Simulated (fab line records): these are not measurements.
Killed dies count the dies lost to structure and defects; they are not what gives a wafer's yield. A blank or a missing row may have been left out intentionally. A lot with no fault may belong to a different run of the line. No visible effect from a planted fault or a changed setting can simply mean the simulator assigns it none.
fab line records | flow gf180mcu
[record] lots = 5 | wafers = 15 | lastDay = 33
route steps=602 shown NWELL@44 LVPWELL@54 MVSD@66 MVPSD@78
lots that met no fault: from a run of the same line without faults
startH: start of the lot's first displayed wafer, in hours after the record's first day | waitH: how many hours have passed since the lot's step before this one | " unchanged from the row above | L1.1+2: several wafers, shown together as one row | - value missing, or start not given | * or withheld: withheld | < > ~ a bound
route shown NAME@n: NAME is a module with steps in the file, n the number in the route of the first one | usual: the fault-free wafers' mean and standard deviation | same: alike in all rows | chamber/n: place in a boat | sites: per-site readings | _std_site: the standard deviation of these | _edge_site: outer sites' mean less inner sites' | radiusMm: for every site, how far away it sits from the centre of the wafer | mask NAME#n: copy n | behind: the most recent tool/chamber to have shaped the wafer | hold: reason for holding the lot/hours on hold/outcome of the hold | device: which transistor (n, p or np) failed to switch | end of line: the route-end tests of the same wafers | a step without rows: its recipe alone | killed: not the wafer's yield, but the dies lost to structure and defects at the first sort | map: per-die view of a wafer (x killed, . not killed, _ where there is no die)
set.NAME: the setting as run; set.NAME@STEP: as run at that earlier step | model.NAME: the simulator's own value behind a step, which no gauge read
lots seen at some steps along the route; tables by step, rows by wafer
services: from which hour (startH, from the record's first day; less than 0 if before it) a tool's chamber was out of use, for how many hours, and why
[[steps]]
[step GF_NWELL_COAT_02]
[recipe] spinRpm = 2000 | resistThkNm = 3000
lot.wafer  | tool          | chamber | startH | waitH
L076.3+4+6 | lithoTrack-01 | 0       | 59.33  | 0.1
L077.2+4+5 | lithoTrack-03 | 0       | 69.98  | 0.1
L086.3+5+6 | lithoTrack-02 | 0       | 115.65 | 0.1
L092.1+4+6 | lithoTrack-03 | 0       | 146.36 | 0.1
L093.1+3+6 | lithoTrack-03 | 0       | 150.96 | 0.1
[step GF_NWELL_SOFTBAKE_03]
[recipe] tempC = 110 | timeS = withheld
lot.wafer  | tool          | chamber | startH | waitH
L076.3+4+6 | lithoTrack-01 | 0       | 59.50  | 0.1
L077.2+4+5 | lithoTrack-03 | 0       | 70.14  | 0.1
L086.3+5+6 | lithoTrack-02 | 0       | 115.81 | 0.1
L092.1+4+6 | lithoTrack-03 | 0       | 146.51 | 0.1
L093.1+3+6 | lithoTrack-03 | 0       | 151.11 | 0.1
[step GF_NWELL_EXPOSE_04]
[recipe] maskId = Nwell | targetCdNm = 860 | na = 0.6 | sourceShape = conventional | sigmaOuter = 0.6 | doseMj = 260
lot.wafer  | tool            | chamber | startH | waitH | mask
L076.3+4+6 | ilineStepper-02 | 0       | -      | -     | Nwell#0
L077.2+4+5 | ilineStepper-02 | 0       | -      | -     | Nwell#0
L086.3+5+6 | ilineStepper-01 | 0       | -      | -     | Nwell#0
L092.1+4+6 | ilineStepper-02 | 0       | -      | -     | Nwell#0
L093.1+3+6 | ilineStepper-01 | 0       | -      | -     | Nwell#0
[step GF_NWELL_PEB_05]
[recipe] tempC = 115 | timeS = withheld
lot.wafer  | tool          | chamber | startH | waitH
L076.3+4+6 | lithoTrack-03 | 0       | -      | -
L077.2+4+5 | lithoTrack-01 | 0       | -      | -
L086.3+5+6 | lithoTrack-01 | 0       | -      | -
L092.1+4+6 | lithoTrack-01 | 0       | -      | -
L093.1+3+6 | lithoTrack-01 | 0       | -      | -
[step GF_NWELL_DEVELOP_06]
[recipe] wallAngleDeg = 90 | developTimeS = 60 | devTempC = 23
lot.wafer  | tool          | chamber | startH | waitH
L076.3+4+6 | lithoTrack-03 | 0       | -      | -
L077.2+4+5 | lithoTrack-01 | 0       | -      | -
L086.3+5+6 | lithoTrack-01 | 0       | -      | -
L092.1+4+6 | lithoTrack-01 | 0       | -      | -
L093.1+3+6 | lithoTrack-01 | 0       | -      | -
[step GF_NWELL_OVL_MEAS_07]
[usual] NWELL_OVL = 0.7/1.4
lot.wafer | tool       | chamber | startH | waitH | NWELL_OVL[nm]
L076.3    | overlay-01 | -       | 65.72  | -     | 1.3
L076.4    | "          | -       | "      | "     | 2.6
L076.6    | "          | -       | "      | "     | 3.1
L077.2    | overlay-01 | -       | 76.43  | -     | 1.2
L077.4    | "          | -       | "      | "     | 1.5
L077.5    | "          | -       | "      | "     | 1.2
L086.3    | overlay-01 | -       | 123.54 | -     | 0.0
L086.5    | "          | -       | "      | "     | -1.4
L086.6    | "          | -       | "      | "     | -1.7
L092.1    | overlay-01 | -       | 154.13 | -     | 2.9
L092.4    | "          | -       | "      | "     | 0.1
L092.6    | "          | -       | "      | "     | 1.0
L093.1    | overlay-01 | -       | 159.45 | -     | -1.5
L093.3    | "          | -       | "      | "     | 0.6
L093.6    | "          | -       | "      | "     | -1.1
[step GF_NWELL_IMPLANT_08]
[recipe] species = P | energyKev = 450 | doseCm2 = 1.5e+13 | tiltDeg = 0
lot.wafer  | tool         | chamber | startH | waitH
L076.3+4+6 | implanter-01 | 0       | 65.80  | 0.1
L077.2+4+5 | implanter-02 | 0       | 76.49  | 0.0
L086.3+5+6 | implanter-02 | 0       | 123.61 | 0.1
L092.1+4+6 | implanter-04 | 0       | 154.16 | 0.0
L093.1+3+6 | implanter-02 | 0       | 159.48 | 0.0
[step GF_NWELL_IMPLANT_09]
[recipe] species = P | energyKev = 160 | doseCm2 = 4e+12 | tiltDeg = 0
lot.wafer  | tool         | chamber | startH | waitH
L076.3+4+6 | implanter-01 | 0       | 65.95  | 0.1
L077.2+4+5 | implanter-02 | 0       | 76.64  | 0.1
L086.3+5+6 | implanter-02 | 0       | 123.76 | 0.1
L092.1+4+6 | implanter-04 | 0       | 154.31 | 0.1
L093.1+3+6 | implanter-02 | 0       | 159.63 | 0.1
[step GF_NWELL_STRIP_10]
[recipe] chemistry = O2/N2 | powerW = 1400 | pressureMtorr = 1500 | platenTempC = 250 | o2FlowSccm = 3000 | n2FlowSccm = 300 | overashFraction = 0.5
[usual] chamberPressureMTorr = 1499.9/1.3 | drypumpMotorCurrentA = 6.0/0.49 | heaterPowerW = 379/50 | oesProductAu = 0.722/0.0041 | stripTimeToEndpointS = 36.99/0.11
lot.wafer | tool           | chamber | startH | waitH | chamberPressureMTorr | drypumpMotorCurrentA | heaterPowerW | oesProductAu | rfHoursCounterH | stripTimeToEndpointS
L076.3    | plasmaAsher-01 | 0       | 66.08  | 0.1   | 1499.3               | 5.7                  | 378          | 0.717        | -               | 37.02
L076.4    | "              | 1       | "      | "     | 1499.6               | 6.1                  | 332          | 0.720        | -               | 37.08
L076.6    | "              | 1       | "      | "     | 1500.7               | 6.1                  | 330          | 0.714        | -               | 36.96
L077.2    | plasmaAsher-02 | 0       | 76.76  | 0.1   | 1500.4               | 6.3                  | 344          | 0.727        | 41              | 36.90
L077.4    | "              | 1       | "      | "     | 1499.8               | 6.2                  | 471          | 0.726        | -               | 36.91
L077.5    | "              | 0       | "      | "     | 1499.6               | 6.3                  | 346          | 0.724        | -               | 37.03
L086.3    | plasmaAsher-02 | 0       | 123.90 | 0.1   | 1500.2               | 6.3                  | 379          | 0.713        | -               | 36.99
L086.5    | "              | 0       | "      | "     | 1499.4               | 6.3                  | 379          | 0.725        | -               | 37.11
L086.6    | "              | 1       | "      | "     | 1499.4               | 6.2                  | 468          | 0.723        | -               | 37.05
L092.1    | plasmaAsher-02 | 0       | 154.46 | 0.1   | 1498.4               | 6.3                  | 371          | 0.726        | 4               | 36.91
L092.4    | "              | 0       | "      | "     | 1501.0               | 6.3                  | 367          | 0.719        | -               | 36.92
L092.6    | "              | 1       | "      | "     | 1499.7               | 6.2                  | 458          | 0.726        | -               | 36.94
L093.1    | plasmaAsher-02 | 0       | 159.78 | 0.1   | 1500.7               | 6.3                  | 376          | 0.722        | 4               | 36.95
L093.3    | "              | 0       | "      | "     | 1500.5               | 6.3                  | 375          | 0.722        | -               | 36.96
L093.6    | "              | 1       | "      | "     | 1500.0               | 6.2                  | 463          | 0.716        | -               | 37.01
[step GF_NWELL_TW_MEAS_11]
[usual] NWELL_TW = 1577/8.2
lot.wafer | tool         | chamber | startH | waitH | NWELL_TW
L076.3    | filmMetro-01 | -       | 66.17  | 0.1   | 1558
L076.4    | "            | -       | "      | "     | 1563
L076.6    | "            | -       | "      | "     | 1565
L077.2    | filmMetro-03 | -       | 76.87  | 0.1   | 1577
L077.4    | "            | -       | "      | "     | 1585
L077.5    | "            | -       | "      | "     | 1592
L086.3    | filmMetro-01 | -       | 123.98 | 0.1   | 1568
L086.5    | "            | -       | "      | "     | 1560
L086.6    | "            | -       | "      | "     | 1564
L092.1    | filmMetro-04 | -       | 154.56 | 0.1   | 1586
L092.4    | "            | -       | "      | "     | 1580
L092.6    | "            | -       | "      | "     | 1569
L093.1    | filmMetro-04 | -       | 159.88 | 0.1   | 1575
L093.3    | "            | -       | "      | "     | 1586
L093.6    | "            | -       | "      | "     | 1577
[step GF_LVPWELL_DEHYDRATE_00]
[recipe] tempC = 200 | timeS = 60
lot.wafer  | tool          | chamber | startH | waitH
L076.3+4+6 | lithoTrack-01 | 0       | 72.18  | 6.0
L077.2+4+5 | lithoTrack-02 | 0       | 82.82  | 5.9
L086.3+5+6 | lithoTrack-01 | 0       | 130.68 | 6.7
L092.1+4+6 | lithoTrack-02 | 0       | 162.20 | 7.6
L093.1+3+6 | lithoTrack-04 | 0       | 167.14 | 7.2
[step GF_LVPWELL_HMDS_01]
[recipe] primeTimeS = 60 | primeTempC = 120
lot.wafer  | tool          | chamber | startH | waitH
L076.3+4+6 | lithoTrack-01 | 0       | 72.33  | 0.1
L077.2+4+5 | lithoTrack-02 | 0       | 82.97  | 0.1
L086.3+5+6 | lithoTrack-01 | 0       | 130.83 | 0.1
L092.1+4+6 | lithoTrack-02 | 0       | 162.35 | 0.1
L093.1+3+6 | lithoTrack-04 | 0       | 167.29 | 0.1
[step GF_LVPWELL_COAT_02]
[recipe] spinRpm = 2000 | resistThkNm = 3000
lot.wafer  | tool          | chamber | startH | waitH
L076.3+4+6 | lithoTrack-01 | 0       | 72.48  | 0.1
L077.2+4+5 | lithoTrack-02 | 0       | 83.12  | 0.1
L086.3+5+6 | lithoTrack-01 | 0       | 130.98 | 0.1
L092.1+4+6 | lithoTrack-02 | 0       | 162.50 | 0.1
L093.1+3+6 | lithoTrack-04 | 0       | 167.44 | 0.1
[step GF_LVPWELL_SOFTBAKE_03]
[recipe] tempC = 110 | timeS = withheld
lot.wafer  | tool          | chamber | startH | waitH
L076.3+4+6 | lithoTrack-01 | 0       | 72.65  | 0.1
L077.2+4+5 | lithoTrack-02 | 0       | 83.28  | 0.1
L086.3+5+6 | lithoTrack-01 | 0       | 131.14 | 0.1
L092.1+4+6 | lithoTrack-02 | 0       | 162.65 | 0.1
L093.1+3+6 | lithoTrack-04 | 0       | 167.59 | 0.1
[step GF_LVPWELL_EXPOSE_04]
[recipe] maskId = LVPWELL | targetCdNm = 600 | na = 0.6 | sourceShape = conventional | sigmaOuter = 0.6 | doseMj = 260
lot.wafer  | tool            | chamber | startH | waitH | mask
L076.3+4+6 | ilineStepper-01 | 0       | -      | -     | LVPWELL#0
L077.2+4+5 | ilineStepper-02 | 0       | -      | -     | LVPWELL#0
L086.3+5+6 | ilineStepper-02 | 0       | -      | -     | LVPWELL#0
L092.1+4+6 | ilineStepper-02 | 0       | -      | -     | LVPWELL#0
L093.1+3+6 | ilineStepper-02 | 0       | -      | -     | LVPWELL#0
[step GF_LVPWELL_PEB_05]
[recipe] tempC = 115 | timeS = withheld
lot.wafer  | tool          | chamber | startH | waitH
L076.3+4+6 | lithoTrack-01 | 0       | -      | -
L077.2+4+5 | lithoTrack-01 | 0       | -      | -
L086.3+5+6 | lithoTrack-02 | 0       | -      | -
L092.1+4+6 | lithoTrack-04 | 0       | -      | -
L093.1+3+6 | lithoTrack-02 | 0       | -      | -
[step GF_LVPWELL_DEVELOP_06]
[recipe] wallAngleDeg = 90 | developTimeS = 60 | devTempC = 23
lot.wafer  | tool          | chamber | startH | waitH
L076.3+4+6 | lithoTrack-01 | 0       | -      | -
L077.2+4+5 | lithoTrack-01 | 0       | -      | -
L086.3+5+6 | lithoTrack-02 | 0       | -      | -
L092.1+4+6 | lithoTrack-04 | 0       | -      | -
L093.1+3+6 | lithoTrack-02 | 0       | -      | -
[step GF_LVPWELL_OVL_MEAS_07]
[usual] LVPWELL_OVL = -1.1/1.4
lot.wafer | tool       | chamber | startH | waitH | LVPWELL_OVL[nm]
L076.3    | overlay-01 | -       | 79.34  | -     | 0.2
L076.4    | "          | -       | "      | "     | -3.3
L076.6    | "          | -       | "      | "     | -2.1
L077.2    | overlay-01 | -       | 89.78  | -     | -3.5
L077.4    | "          | -       | "      | "     | -1.9
L077.5    | "          | -       | "      | "     | -3.0
L086.3    | overlay-01 | -       | 138.26 | -     | -0.2
L086.5    | "          | -       | "      | "     | -2.0
L086.6    | "          | -       | "      | "     | -0.6
L092.1    | overlay-01 | -       | 170.69 | -     | 1.7
L092.4    | "          | -       | "      | "     | -0.8
L092.6    | "          | -       | "      | "     | -1.4
L093.1    | overlay-01 | -       | 175.50 | -     | 0.0
L093.3    | "          | -       | "      | "     | -0.5
L093.6    | "          | -       | "      | "     | -2.6
[step GF_LVPWELL_IMPLANT_08]
[recipe] species = B | energyKev = 170 | doseCm2 = 1.5e+13 | tiltDeg = 0
lot.wafer  | tool         | chamber | startH | waitH
L076.3+4+6 | implanter-03 | 0       | 79.41  | 0.1
L077.2+4+5 | implanter-03 | 0       | 89.84  | 0.0
L086.3+5+6 | implanter-04 | 0       | 138.33 | 0.1
L092.1+4+6 | implanter-01 | 0       | 170.73 | 0.0
L093.1+3+6 | implanter-03 | 0       | 175.53 | 0.0
[step GF_LVPWELL_IMPLANT_09]
[recipe] species = B | energyKev = 60 | doseCm2 = 5e+12 | tiltDeg = 0
lot.wafer  | tool         | chamber | startH | waitH
L076.3+4+6 | implanter-03 | 0       | 79.56  | 0.1
L077.2+4+5 | implanter-03 | 0       | 89.99  | 0.1
L086.3+5+6 | implanter-04 | 0       | 138.48 | 0.1
L092.1+4+6 | implanter-01 | 0       | 170.88 | 0.1
L093.1+3+6 | implanter-03 | 0       | 175.68 | 0.1
[step GF_LVPWELL_STRIP_10]
[recipe] chemistry = O2/N2 | powerW = 1400 | pressureMtorr = 1500 | platenTempC = 250 | o2FlowSccm = 3000 | n2FlowSccm = 300 | overashFraction = 0.5
[usual] chamberPressureMTorr = 1500.0/1.5 | drypumpMotorCurrentA = 5.9/0.57 | heaterPowerW = 379/59 | oesProductAu = 0.723/0.005 | stripTimeToEndpointS = 37.00/0.1
lot.wafer | tool           | chamber | startH | waitH | chamberPressureMTorr | drypumpMotorCurrentA | heaterPowerW | oesProductAu | rfHoursCounterH | stripTimeToEndpointS
L076.3    | plasmaAsher-02 | 0       | 79.70  | 0.1   | 1498.5               | 6.3                  | 355          | 0.726        | -               | 37.06
L076.4    | "              | 1       | "      | "     | 1499.3               | 6.2                  | 465          | 0.730        | -               | 36.98
L076.6    | "              | 0       | "      | "     | 1501.0               | 6.3                  | 356          | 0.719        | -               | 37.02
L077.2    | plasmaAsher-02 | 1       | 90.11  | 0.1   | 1498.2               | 6.2                  | 480          | 0.715        | 42              | 36.97
L077.4    | "              | 0       | "      | "     | 1501.3               | 6.3                  | 359          | 0.722        | -               | 36.95
L077.5    | "              | 1       | "      | "     | 1498.7               | 6.2                  | 476          | 0.721        | -               | 36.94
L086.3    | plasmaAsher-04 | 1       | 138.62 | 0.1   | 1501.1               | 4.6                  | 340          | 0.731        | -               | 37.11
L086.5    | "              | 0       | "      | "     | 1501.2               | 6.2                  | 314          | 0.726        | -               | 37.04
L086.6    | "              | 1       | "      | "     | 1497.0               | 4.7                  | 343          | 0.720        | -               | 37.17
L092.1    | plasmaAsher-03 | 1       | 171.03 | 0.1   | 1499.3               | 6.3                  | 296          | 0.726        | 51              | 37.01
L092.4    | "              | 0       | "      | "     | 1500.0               | 5.6                  | 442          | 0.721        | -               | 36.97
L092.6    | "              | 1       | "      | "     | 1500.4               | 6.3                  | 313          | 0.719        | -               | 37.02
L093.1    | plasmaAsher-02 | 1       | 175.83 | 0.1   | 1501.6               | 6.2                  | 460          | 0.725        | 6               | 37.11
L093.3    | "              | 1       | "      | "     | 1500.4               | 6.2                  | 458          | 0.731        | -               | 37.00
L093.6    | "              | 0       | "      | "     | 1501.5               | 6.3                  | 376          | 0.724        | -               | 37.20
[step GF_LVPWELL_TW_MEAS_11]
[usual] LVPWELL_TW = 560.4/2.6
lot.wafer | tool         | chamber | startH | waitH | LVPWELL_TW
L076.3    | filmMetro-01 | -       | 79.78  | 0.1   | 558.6
L076.4    | "            | -       | "      | "     | 559.6
L076.6    | "            | -       | "      | "     | 557.7
L077.2    | filmMetro-03 | -       | 90.22  | 0.1   | 561.2
L077.4    | "            | -       | "      | "     | 563.3
L077.5    | "            | -       | "      | "     | 559.1
L086.3    | filmMetro-01 | -       | 138.70 | 0.1   | 555.3
L086.5    | "            | -       | "      | "     | 555.6
L086.6    | "            | -       | "      | "     | 555.9
L092.1    | filmMetro-04 | -       | 171.13 | 0.1   | 563.0
L092.4    | "            | -       | "      | "     | 562.4
L092.6    | "            | -       | "      | "     | 557.1
L093.1    | filmMetro-01 | -       | 175.93 | 0.1   | 560.5
L093.3    | "            | -       | "      | "     | 561.2
L093.6    | "            | -       | "      | "     | 563.8
[step GF_MVSD_DEHYDRATE_00]
[recipe] tempC = 200 | timeS = 60
lot.wafer  | tool          | chamber | startH | waitH
L076.3+4+6 | lithoTrack-02 | 0       | 86.05  | 6.3
L077.2+4+5 | lithoTrack-03 | 0       | 96.43  | 6.2
L086.3+5+6 | lithoTrack-02 | 0       | 146.65 | 7.9
L092.1+4+6 | lithoTrack-02 | 0       | 178.85 | 7.7
L093.1+3+6 | lithoTrack-03 | 0       | 184.21 | 8.3
[step GF_MVSD_HMDS_01]
[recipe] primeTimeS = 60 | primeTempC = 120
lot.wafer  | tool          | chamber | startH | waitH
L076.3+4+6 | lithoTrack-02 | 0       | 86.20  | 0.1
L077.2+4+5 | lithoTrack-03 | 0       | 96.58  | 0.1
L086.3+5+6 | lithoTrack-02 | 0       | 146.80 | 0.1
L092.1+4+6 | lithoTrack-02 | 0       | 179.00 | 0.1
L093.1+3+6 | lithoTrack-03 | 0       | 184.36 | 0.1
[step GF_MVSD_COAT_02]
[recipe] spinRpm = 2047 | resistThkNm = 3000
lot.wafer  | tool          | chamber | startH | waitH
L076.3+4+6 | lithoTrack-02 | 0       | 86.35  | 0.1
L077.2+4+5 | lithoTrack-03 | 0       | 96.73  | 0.1
L086.3+5+6 | lithoTrack-02 | 0       | 146.95 | 0.1
L092.1+4+6 | lithoTrack-02 | 0       | 179.15 | 0.1
L093.1+3+6 | lithoTrack-03 | 0       | 184.51 | 0.1
[step GF_MVSD_SOFTBAKE_03]
[recipe] tempC = 110 | timeS = withheld
lot.wafer  | tool          | chamber | startH | waitH
L076.3+4+6 | lithoTrack-02 | 0       | 86.51  | 0.1
L077.2+4+5 | lithoTrack-03 | 0       | 96.89  | 0.1
L086.3+5+6 | lithoTrack-02 | 0       | 147.11 | 0.1
L092.1+4+6 | lithoTrack-02 | 0       | 179.30 | 0.1
L093.1+3+6 | lithoTrack-03 | 0       | 184.66 | 0.1
[step GF_MVSD_EXPOSE_04]
[recipe] maskId = MVSD | targetCdNm = 1000 | na = 0.6 | sourceShape = conventional | sigmaOuter = 0.6 | doseMj = 260
lot.wafer  | tool            | chamber | startH | waitH | mask
L076.3+4+6 | ilineStepper-02 | 0       | -      | -     | MVSD#0
L077.2+4+5 | ilineStepper-01 | 0       | -      | -     | MVSD#0
L086.3+5+6 | ilineStepper-01 | 0       | -      | -     | MVSD#0
L092.1+4+6 | ilineStepper-02 | 0       | -      | -     | MVSD#0
L093.1+3+6 | ilineStepper-01 | 0       | -      | -     | MVSD#0
[step GF_MVSD_PEB_05]
[recipe] tempC = 115 | timeS = withheld
lot.wafer  | tool          | chamber | startH | waitH
L076.3+4+6 | lithoTrack-04 | 0       | -      | -
L077.2+4+5 | lithoTrack-02 | 0       | -      | -
L086.3+5+6 | lithoTrack-04 | 0       | -      | -
L092.1+4+6 | lithoTrack-02 | 0       | -      | -
L093.1+3+6 | lithoTrack-02 | 0       | -      | -
[step GF_MVSD_DEVELOP_06]
[recipe] wallAngleDeg = 90 | developTimeS = 60 | devTempC = 23
lot.wafer  | tool          | chamber | startH | waitH
L076.3+4+6 | lithoTrack-04 | 0       | -      | -
L077.2+4+5 | lithoTrack-02 | 0       | -      | -
L086.3+5+6 | lithoTrack-04 | 0       | -      | -
L092.1+4+6 | lithoTrack-02 | 0       | -      | -
L093.1+3+6 | lithoTrack-02 | 0       | -      | -
[step GF_MVSD_OVL_MEAS_07]
[usual] MVSD_OVL = -0.1/1.6
lot.wafer | tool       | chamber | startH | waitH | MVSD_OVL[nm]
L076.3    | overlay-01 | -       | 93.20  | -     | -1.0
L076.4    | "          | -       | "      | "     | 0.5
L076.6    | "          | -       | "      | "     | 1.0
L077.2    | overlay-01 | -       | 103.65 | -     | -1.1
L077.4    | "          | -       | "      | "     | -2.7
L077.5    | "          | -       | "      | "     | -2.7
L086.3    | overlay-01 | -       | 154.50 | -     | -3.7
L086.5    | "          | -       | "      | "     | -2.4
L086.6    | "          | -       | "      | "     | -3.8
L092.1    | overlay-01 | -       | 187.20 | -     | 1.0
L092.4    | "          | -       | "      | "     | 0.2
L092.6    | "          | -       | "      | "     | 1.8
L093.1    | overlay-01 | -       | 191.30 | -     | -2.8
L093.3    | "          | -       | "      | "     | -3.0
L093.6    | "          | -       | "      | "     | -1.0
[step GF_MVSD_IMPLANT_08]
[recipe] species = P | energyKev = 400 | doseCm2 = 1.6e+13 | tiltDeg = 0
lot.wafer  | tool         | chamber | startH | waitH
L076.3+4+6 | implanter-04 | 0       | 93.28  | 0.1
L077.2+4+5 | implanter-02 | 0       | 103.71 | 0.0
L086.3+5+6 | implanter-02 | 0       | 154.58 | 0.1
L092.1+4+6 | implanter-04 | 0       | 187.23 | 0.0
L093.1+3+6 | implanter-03 | 0       | 191.33 | 0.0
[step GF_MVSD_IMPLANT_09]
[recipe] species = P | energyKev = 100 | doseCm2 = 5e+12 | tiltDeg = 0
lot.wafer  | tool         | chamber | startH | waitH
L076.3+4+6 | implanter-04 | 0       | 93.43  | 0.1
L077.2+4+5 | implanter-02 | 0       | 103.86 | 0.1
L086.3+5+6 | implanter-02 | 0       | 154.73 | 0.1
L092.1+4+6 | implanter-04 | 0       | 187.38 | 0.1
L093.1+3+6 | implanter-03 | 0       | 191.48 | 0.1
[step GF_MVSD_STRIP_10]
[recipe] chemistry = O2/N2 | powerW = 1400 | pressureMtorr = 1500 | platenTempC = 250 | o2FlowSccm = 3000 | n2FlowSccm = 300 | overashFraction = 0.5
[usual] chamberPressureMTorr = 1500.0/1.3 | drypumpMotorCurrentA = 6.0/0.31 | heaterPowerW = 383/57 | oesProductAu = 0.722/0.0047 | stripTimeToEndpointS = 36.59/0.097
lot.wafer | tool           | chamber | startH | waitH | chamberPressureMTorr | drypumpMotorCurrentA | heaterPowerW | oesProductAu | rfHoursCounterH | stripTimeToEndpointS
L076.3    | plasmaAsher-02 | 0       | 93.56  | 0.1   | 1500.2               | 6.3                  | 350          | 0.720        | -               | 36.75
L076.4    | "              | 1       | "      | "     | 1499.1               | 6.2                  | 465          | 0.725        | -               | 36.63
L076.6    | "              | 1       | "      | "     | 1499.7               | 6.2                  | 471          | 0.721        | -               | 36.62
L077.2    | plasmaAsher-03 | 1       | 103.98 | 0.1   | 1500.3               | 6.3                  | 301          | 0.716        | 44              | 36.56
L077.4    | "              | 0       | "      | "     | 1501.8               | 5.5                  | 435          | 0.729        | -               | 36.50
L077.5    | "              | 0       | "      | "     | 1499.8               | 5.6                  | 439          | 0.724        | -               | 36.50
L086.3    | plasmaAsher-03 | 1       | 154.86 | 0.1   | 1497.9               | 6.3                  | 310          | 0.721        | -               | 36.65
L086.5    | "              | 1       | "      | "     | 1499.6               | 6.3                  | 308          | 0.724        | -               | 36.69
L086.6    | "              | 0       | "      | "     | 1498.5               | 5.6                  | 443          | 0.723        | -               | 36.75
L092.1    | plasmaAsher-03 | 1       | 187.53 | 0.1   | 1499.5               | 6.3                  | 305          | 0.722        | 51              | 36.68
L092.4    | "              | 0       | "      | "     | 1500.9               | 5.6                  | 445          | 0.719        | -               | 36.78
L092.6    | "              | 1       | "      | "     | 1499.3               | 6.3                  | 313          | 0.724        | -               | 36.67
L093.1    | plasmaAsher-03 | 0       | 191.63 | 0.1   | 1499.7               | 5.5                  | 435          | 0.723        | 52              | 36.50
L093.3    | "              | 0       | "      | "     | 1501.5               | 5.6                  | 438          | 0.721        | -               | 36.44
L093.6    | "              | 0       | "      | "     | 1499.4               | 5.5                  | 445          | 0.723        | -               | 36.54
[step GF_MVSD_TW_MEAS_11]
[usual] MVSD_TW = 1583/6.8
lot.wafer | tool         | chamber | startH | waitH | MVSD_TW
L076.3    | filmMetro-04 | -       | 93.65  | 0.1   | 1579
L076.4    | "            | -       | "      | "     | 1582
L076.6    | "            | -       | "      | "     | 1581
L077.2    | filmMetro-01 | -       | 104.09 | 0.1   | 1585
L077.4    | "            | -       | "      | "     | 1572
L077.5    | "            | -       | "      | "     | 1575
L086.3    | filmMetro-01 | -       | 154.95 | 0.1   | 1589
L086.5    | "            | -       | "      | "     | 1588
L086.6    | "            | -       | "      | "     | 1585
L092.1    | filmMetro-03 | -       | 187.65 | 0.1   | 1581
L092.4    | "            | -       | "      | "     | 1588
L092.6    | "            | -       | "      | "     | 1594
L093.1    | filmMetro-03 | -       | 191.73 | 0.1   | 1582
L093.3    | "            | -       | "      | "     | 1584
L093.6    | "            | -       | "      | "     | 1586
[step GF_MVPSD_DEHYDRATE_00]
[recipe] tempC = 200 | timeS = 60
lot.wafer  | tool          | chamber | startH | waitH
L076.3+4+6 | lithoTrack-01 | 0       | 99.78  | 6.1
L077.2+4+5 | lithoTrack-04 | 0       | 110.82 | 6.7
L086.3+5+6 | lithoTrack-04 | 0       | 162.74 | 7.8
L092.1+4+6 | lithoTrack-04 | 0       | 192.64 | 5.0
L093.1+3+6 | lithoTrack-04 | 0       | 200.44 | 8.7
[[services]]
tool            | chamber | startH | hours | kind
implanter-01    | -       | 35.47  | 1.5   | repair
implanter-03    | -       | 56.38  | 2.3   | repair
lithoTrack-04   | -       | 79.58  | -     | consumableReplace:filter
ilineStepper-01 | -       | 83.25  | 2.1   | pm
plasmaAsher-01  | -       | 86.56  | 1.2   | repair
plasmaAsher-04  | -       | 89.78  | 0.5   | repair
implanter-01    | -       | 92.02  | 41.2  | repair
ilineStepper-02 | -       | 97.08  | 1.7   | pm
plasmaAsher-03  | -       | 104.15 | 9.4   | repair
implanter-01    | -       | 106.13 | 3.8   | repair
plasmaAsher-02  | -       | 108.75 | 9.0   | pm
plasmaAsher-02  | 0       | 108.75 | 9.0   | ventCycle
plasmaAsher-02  | 1       | 108.75 | 9.0   | ventCycle
implanter-04    | -       | 115.78 | 5.6   | pm
plasmaAsher-02  | 0       | 117.75 | -     | clean
implanter-03    | -       | 121.43 | 6.0   | pm
implanter-02    | -       | 146.78 | 2.9   | repair
implanter-02    | -       | 151.91 | 2.4   | repair
plasmaAsher-03  | -       | 160.39 | 0.3   | repair
plasmaAsher-03  | -       | 161.86 | 2.4   | repair
ilineStepper-01 | -       | 165.42 | 13.0  | repair
plasmaAsher-03  | -       | 174.40 | 3.9   | repair
implanter-04    | -       | 174.46 | 1.3   | repair
ilineStepper-01 | -       | 187.11 | 1.7   | pm
[[key]]
fault none
